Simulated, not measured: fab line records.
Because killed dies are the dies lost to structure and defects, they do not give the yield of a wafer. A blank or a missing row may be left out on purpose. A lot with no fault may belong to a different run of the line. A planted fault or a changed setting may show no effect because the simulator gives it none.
fab line records ; flow gf180mcu
[record] lots = 12; wafers = 36; last_day = 34
route steps=602 shown M1@318 V1@340 V3@429
lots that met no fault: taken from a fault-free run of the same line
start_h: the number of hours between the record's first day and the start of the first shown wafer of the lot ; wait_h: hours since the lot's step before ; " unchanged from the row above ; L1.1+2: one row covering several wafers at once ; - no value, or no start was given ; * or withheld: withheld ; < > ~ a bound
route shown NAME@n: NAME is a module with steps in the file, n the number in the route of the first one ; usual: mean/standard deviation of fault-free wafers ; same: alike in all rows ; chamber/n: place in a boat ; sites: per-site readings ; _std_site: the standard deviation of these ; _edge_site: inner sites' mean taken away from outer sites' mean ; radius_mm: how far each site lies from the wafer's centre ; mask NAME#n: copy n ; behind: the most recent tool/chamber to have shaped the wafer ; hold: why the lot was held/for how many hours/how that ended ; device: which transistor (n, p or np) failed to switch ; end of line: tests of these same wafers at the route's end ; where a step has no rows: the recipe by itself ; killed: dies lost to structure and defects at the first sort, not the wafer's yield ; map: shows each die of a wafer: x if killed, . if not, _ if none is there
set.NAME: setting as actually run; set.NAME@STEP: the setting as run at that earlier step ; model.NAME: the simulator's own value behind a step, which no gauge read
one table for each step of the route and one row for each wafer, over a sample of lots
services: the hour from which a tool's chamber was out of use, counted from the record's first day as start_h (under 0 if before that day), plus the number of hours and why
[[steps]]
[step GF_M1_SPUTTER_03]
[recipe] material = Ti; target_thk_nm = 10; substrate_temp_c = 300; chamber_pressure_pa = 0.3; power_w = 3000; time_s = 6.7
[usual] throttle_valve_pct = 29.2/0.92
lot.wafer;tool;chamber;start_h;wait_h;throttle_valve_pct
L843.1;pvd_sputter-03;-;366.10;0.0;29.1
L843.3;pvd_sputter-03;-;366.10;0.0;30.4
L843.6;pvd_sputter-03;-;366.10;0.0;28.6
L845.1;pvd_sputter-04;-;395.92;0.0;28.6
L845.2;pvd_sputter-04;-;395.92;0.0;29.3
L845.4;pvd_sputter-04;-;395.92;0.0;30.0
L847.3;pvd_sputter-04;-;413.35;0.0;28.8
L847.4;pvd_sputter-04;-;413.35;0.0;30.0
L847.5;pvd_sputter-04;-;413.35;0.0;29.9
L848.2;pvd_sputter-04;-;421.58;0.0;29.6
L848.4;pvd_sputter-04;-;421.58;0.0;29.3
L848.6;pvd_sputter-04;-;421.58;0.0;29.8
L850.2;pvd_sputter-03;-;436.55;0.0;28.5
L850.3;pvd_sputter-03;-;436.55;0.0;28.9
L850.4;pvd_sputter-03;-;436.55;0.0;30.7
L851.1;pvd_sputter-03;-;441.90;0.0;28.8
L851.4;pvd_sputter-03;-;441.90;0.0;30.6
L851.5;pvd_sputter-03;-;441.90;0.0;30.7
L852.1;pvd_sputter-01;-;451.86;0.0;29.5
L852.4;pvd_sputter-01;-;451.86;0.0;30.5
L852.5;pvd_sputter-01;-;451.86;0.0;27.2
L859.1;pvd_sputter-03;-;514.34;0.0;28.8
L859.2;pvd_sputter-03;-;514.34;0.0;28.7
L859.6;pvd_sputter-03;-;514.34;0.0;29.4
L860.1;pvd_sputter-01;-;525.24;0.0;27.7
L860.2;pvd_sputter-01;-;525.24;0.0;29.4
L860.6;pvd_sputter-01;-;525.24;0.0;29.1
L862.1;pvd_sputter-04;-;541.38;0.0;28.9
L862.4;pvd_sputter-04;-;541.38;0.0;29.8
L862.6;pvd_sputter-04;-;541.38;0.0;30.0
L863.1;pvd_sputter-01;-;548.16;0.0;28.6
L863.4;pvd_sputter-01;-;548.16;0.0;30.6
L863.6;pvd_sputter-01;-;548.16;0.0;28.9
L864.1;pvd_sputter-01;-;552.58;0.0;27.4
L864.4;pvd_sputter-01;-;552.58;0.0;29.2
L864.5;pvd_sputter-01;-;552.58;0.0;30.4
[step GF_V1_BOW_MEAS_05]
[recipe] mode = bow
[usual] V1_BOW = 81/8.1
lot.wafer;tool;chamber;start_h;wait_h;V1_BOW[um]
L843.1;film_metro-02;-;390.40;0.2;75
L843.3;film_metro-02;-;390.40;0.2;74
L843.6;film_metro-02;-;390.40;0.2;76
L845.1;film_metro-02;-;420.59;0.2;76
L845.2;film_metro-02;-;420.59;0.2;73
L845.4;film_metro-02;-;420.59;0.2;85
L847.3;film_metro-02;-;439.30;0.3;77
L847.4;film_metro-02;-;439.30;0.3;82
L847.5;film_metro-02;-;439.30;0.3;70
L848.2;film_metro-01;-;447.34;0.3;72
L848.4;film_metro-01;-;447.34;0.3;82
L848.6;film_metro-01;-;447.34;0.3;71
L850.2;film_metro-01;-;462.67;0.3;65
L850.3;film_metro-01;-;462.67;0.3;78
L850.4;film_metro-01;-;462.67;0.3;74
L851.1;film_metro-04;-;467.76;0.2;83
L851.4;film_metro-04;-;467.76;0.2;82
L851.5;film_metro-04;-;467.76;0.2;88
L852.1;film_metro-04;-;477.41;0.2;76
L852.4;film_metro-04;-;477.41;0.2;83
L852.5;film_metro-04;-;477.41;0.2;91
L859.1;film_metro-01;-;538.77;0.1;79
L859.2;film_metro-01;-;538.77;0.1;70
L859.6;film_metro-01;-;538.77;0.1;82
L860.1;film_metro-04;-;549.43;0.1;87
L860.2;film_metro-04;-;549.43;0.1;92
L860.6;film_metro-04;-;549.43;0.1;84
L862.1;film_metro-02;-;564.76;0.2;86
L862.4;film_metro-02;-;564.76;0.2;79
L862.6;film_metro-02;-;564.76;0.2;91
L863.1;film_metro-01;-;572.08;0.2;68
L863.4;film_metro-01;-;572.08;0.2;78
L863.6;film_metro-01;-;572.08;0.2;74
L864.1;film_metro-01;-;576.27;0.2;72
L864.4;film_metro-01;-;576.27;0.2;76
L864.5;film_metro-01;-;576.27;0.2;63
[step GF_V1_ETCH_16]
[recipe] chemistry = N2/H2; target_depth_a = withheld; overetch_a = withheld; time_s = withheld; target = BARC; ion_energy_ev = 200; source_w = 500; bias_w = 100; pressure_mtorr = 30; n2_flow_sccm = 100; h2_flow_sccm = 200
[usual] drypump_motor_current_A = 5.9/0.41; oes_product_au = 0.853/0.0046; throttle_valve_pct = 13.224/0.0084
lot.wafer;tool;chamber;start_h;wait_h;drypump_motor_current_A;oes_product_au;throttle_valve_pct
L843.1;rie_diel-04;3;413.12;0.0;5.1;0.851;13.229
L843.3;rie_diel-04;0;413.12;0.0;6.0;0.854;13.214
L843.6;rie_diel-04;3;413.12;0.0;5.1;0.853;13.222
L845.1;rie_diel-02;0;445.32;0.0;6.2;0.852;13.225
L845.2;rie_diel-02;1;445.32;0.0;5.8;0.852;13.230
L845.4;rie_diel-02;2;445.32;0.0;6.1;0.856;13.214
L847.3;rie_diel-04;3;463.78;0.0;5.1;0.861;13.222
L847.4;rie_diel-04;0;463.78;0.0;6.0;0.852;13.222
L847.5;rie_diel-04;0;463.78;0.0;6.0;0.860;13.216
L848.2;rie_diel-02;3;472.18;0.0;5.6;0.859;13.215
L848.4;rie_diel-02;0;472.18;0.0;6.2;0.852;13.233
L848.6;rie_diel-02;1;472.18;0.0;5.8;0.854;13.212
L850.2;rie_diel-01;1;487.19;0.0;5.2;0.852;13.215
L850.3;rie_diel-01;2;487.19;0.0;6.0;0.854;13.224
L850.4;rie_diel-01;1;487.19;0.0;5.2;0.861;13.212
L851.1;rie_diel-02;3;492.55;0.0;5.6;0.856;13.229
L851.4;rie_diel-02;0;492.55;0.0;6.2;0.853;13.217
L851.5;rie_diel-02;3;492.55;0.0;5.6;0.855;13.233
L852.1;rie_diel-02;1;500.72;0.0;5.9;0.855;13.225
L852.4;rie_diel-02;1;500.72;0.0;5.8;0.856;13.232
L852.5;rie_diel-02;3;500.72;0.0;5.6;0.850;13.236
L859.1;rie_diel-02;0;561.18;0.0;6.1;0.850;13.227
L859.2;rie_diel-02;3;561.18;0.0;5.6;0.860;13.217
L859.6;rie_diel-02;0;561.18;0.0;6.2;0.851;13.229
L860.1;rie_diel-01;2;571.45;0.0;6.0;0.860;13.229
L860.2;rie_diel-01;3;571.45;0.0;6.5;0.850;13.212
L860.6;rie_diel-01;2;571.45;0.0;6.0;0.850;13.238
L862.1;rie_diel-01;3;586.63;0.0;6.6;0.855;13.218
L862.4;rie_diel-01;2;586.63;0.0;6.0;0.846;13.234
L862.6;rie_diel-01;0;586.63;0.0;6.2;0.848;13.226
L863.1;rie_diel-02;1;593.32;0.0;5.9;0.849;13.222
L863.4;rie_diel-02;0;593.32;0.0;6.2;0.856;13.213
L863.6;rie_diel-02;0;593.32;0.0;6.2;0.850;13.221
L864.1;rie_diel-01;0;597.62;0.0;6.2;0.853;13.208
L864.4;rie_diel-01;1;597.62;0.0;5.2;0.857;13.227
L864.5;rie_diel-01;2;597.62;0.0;6.0;0.853;13.214
[step GF_V3_CVD_00]
[recipe] material = SiO2; target_thk_nm = 600; sigma_open_frac = 0.3; temp_c = 400; time_s = 100; sih4_flow_sccm = 60; pressure_mtorr = 6
[usual] pressure_mtorr = 6.000/0.012; sih4_flow_sccm = 60.00/0.19
lot.wafer;tool;chamber;start_h;wait_h;pressure_mtorr;sih4_flow_sccm
L843.1;hdpcvd-02;0;491.68;0.0;6.008;59.78
L843.3;hdpcvd-02;2;491.68;0.0;6.011;60.26
L843.6;hdpcvd-02;1;491.68;0.0;6.013;60.00
L845.1;hdpcvd-02;1;522.46;0.0;6.005;59.97
L845.2;hdpcvd-02;2;522.46;0.0;6.005;59.70
L845.4;hdpcvd-02;0;522.46;0.0;5.985;59.93
L847.3;hdpcvd-02;2;539.66;0.0;5.997;60.05
L847.4;hdpcvd-02;0;539.66;0.0;6.014;59.85
L847.5;hdpcvd-02;2;539.66;0.0;5.988;60.11
L848.2;hdpcvd-02;1;547.88;0.0;6.008;59.94
L848.4;hdpcvd-02;0;547.88;0.0;6.009;59.62
L848.6;hdpcvd-02;2;547.88;0.0;6.029;59.78
L850.2;hdpcvd-02;1;562.61;0.0;5.997;59.87
L850.3;hdpcvd-02;2;562.61;0.0;5.999;59.63
L850.4;hdpcvd-02;1;562.61;0.0;5.953;60.13
L851.1;hdpcvd-02;2;566.87;0.0;6.015;59.89
L851.4;hdpcvd-02;2;566.87;0.0;6.004;60.18
L851.5;hdpcvd-02;0;566.87;0.0;6.000;90.46
L852.1;hdpcvd-02;2;573.54;0.0;6.030;60.11
L852.4;hdpcvd-02;2;573.54;0.0;6.000;60.18
L852.5;hdpcvd-02;0;573.54;0.0;5.987;90.14
L859.1;hdpcvd-01;0;629.99;0.0;6.010;60.15
L859.2;hdpcvd-01;1;629.99;0.0;5.998;59.86
L859.6;hdpcvd-01;0;629.99;0.0;6.007;60.35
L860.1;hdpcvd-02;0;638.85;0.0;5.995;59.94
L860.2;hdpcvd-02;2;638.85;0.0;5.996;59.93
L860.6;hdpcvd-02;1;638.85;0.0;6.014;60.11
L862.1;hdpcvd-02;0;652.50;0.0;5.982;59.84
L862.4;hdpcvd-02;0;652.50;0.0;5.998;59.79
L862.6;hdpcvd-02;1;652.50;0.0;6.014;60.03
L863.1;hdpcvd-01;2;659.00;0.0;5.991;60.10
L863.4;hdpcvd-01;0;659.00;0.0;6.001;60.11
L863.6;hdpcvd-01;1;659.00;0.0;6.003;60.11
L864.1;hdpcvd-02;1;663.30;0.0;6.002;59.90
L864.4;hdpcvd-02;0;663.30;0.0;5.996;59.97
L864.5;hdpcvd-02;2;663.30;0.0;5.983;60.05
[step GF_V3_THK_MEAS_01]
[recipe] reads = SiO2_of_V3_CVD_00
[usual] V3_CVD_00_THK = 601/6.2
lot.wafer;tool;chamber;start_h;wait_h;V3_CVD_00_THK[nm]
L843.1;film_metro-04;-;491.75;0.0;602
L843.3;film_metro-04;-;491.75;0.0;600
L843.6;film_metro-04;-;491.75;0.0;590
L845.1;film_metro-01;-;522.53;0.0;592
L845.2;film_metro-01;-;522.53;0.0;598
L845.4;film_metro-01;-;522.53;0.0;596
L847.3;film_metro-02;-;539.75;0.1;595
L847.4;film_metro-02;-;539.75;0.1;604
L847.5;film_metro-02;-;539.75;0.1;593
L848.2;film_metro-02;-;547.96;0.0;596
L848.4;film_metro-02;-;547.96;0.0;592
L848.6;film_metro-02;-;547.96;0.0;600
L850.2;film_metro-02;-;562.73;0.1;599
L850.3;film_metro-02;-;562.73;0.1;600
L850.4;film_metro-02;-;562.73;0.1;596
L851.1;film_metro-02;-;566.95;0.0;597
L851.4;film_metro-02;-;566.95;0.0;604
L851.5;film_metro-02;-;566.95;0.0;906
L852.1;film_metro-04;-;573.62;0.0;596
L852.4;film_metro-04;-;573.62;0.0;590
L852.5;film_metro-04;-;573.62;0.0;895
L859.1;film_metro-04;-;630.06;0.0;612
L859.2;film_metro-04;-;630.06;0.0;611
L859.6;film_metro-04;-;630.06;0.0;605
L860.1;film_metro-04;-;638.92;0.0;609
L860.2;film_metro-04;-;638.92;0.0;607
L860.6;film_metro-04;-;638.92;0.0;608
L862.1;film_metro-01;-;652.57;0.0;607
L862.4;film_metro-01;-;652.57;0.0;605
L862.6;film_metro-01;-;652.57;0.0;601
L863.1;film_metro-04;-;659.07;0.0;607
L863.4;film_metro-04;-;659.07;0.0;588
L863.6;film_metro-04;-;659.07;0.0;600
L864.1;film_metro-02;-;663.37;0.0;602
L864.4;film_metro-02;-;663.37;0.0;603
L864.5;film_metro-02;-;663.37;0.0;615
[[services]]
tool;chamber;start_h;hours;kind
rie_diel-01;0;372.62;2.3;repair
hdpcvd-01;-;383.62;0.5;repair
rie_diel-01;-;405.24;0.6;repair
hdpcvd-02;-;415.70;3.3;repair
rie_diel-04;3;415.88;14.5;repair
rie_diel-02;-;461.28;0.1;repair
rie_diel-01;3;465.54;2.3;repair
pvd_sputter-03;-;467.61;10.1;repair
rie_diel-01;0;480.33;17.1;repair
pvd_sputter-01;-;497.76;3.2;repair
rie_diel-02;1;497.82;2.6;repair
hdpcvd-02;2;504.93;4.2;repair
pvd_sputter-01;-;514.59;2.9;repair
pvd_sputter-03;-;535.00;60.1;repair
pvd_sputter-01;-;539.82;2.8;repair
pvd_sputter-04;-;542.78;23.0;repair
hdpcvd-02;0;553.24;9.7;repair
rie_diel-02;2;561.04;13.7;repair
pvd_sputter-03;-;566.19;1.2;repair
rie_diel-01;3;573.70;5.4;repair
rie_diel-02;3;588.79;3.1;repair
pvd_sputter-03;-;597.70;2.3;repair
pvd_sputter-04;-;610.78;15.8;repair
pvd_sputter-04;-;635.39;3.9;repair
[[key]]
[first_sign] step = GF_V3_CVD_00; reading = sih4_flow_sccm; direction = up; sigmas = 99+; usual = 60.00; struck = 90.30
[effect] step = GF_V3_THK_MEAS_01; reading = V3_CVD_00_THK; direction = up; sigmas = 48; usual = 601; struck = 900
met_at GF_V3_CVD_00
struck_lots L851,L852
struck_wafers L851.5,L852.5
not_acting_at GF_M1_SPUTTER_03,GF_V1_BOW_MEAS_05,GF_V1_ETCH_16
onset_between 547.88 566.87
[fault] kind = process_parameter_drift; tool = hdpcvd-02; chamber = 0; onset_h = 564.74; steps = GF_V3_CVD_00; channel = sih4_flow_sccm; offset = 30; shape = step; end_h = 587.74; acts_in = these_recipes_only; stated = 60
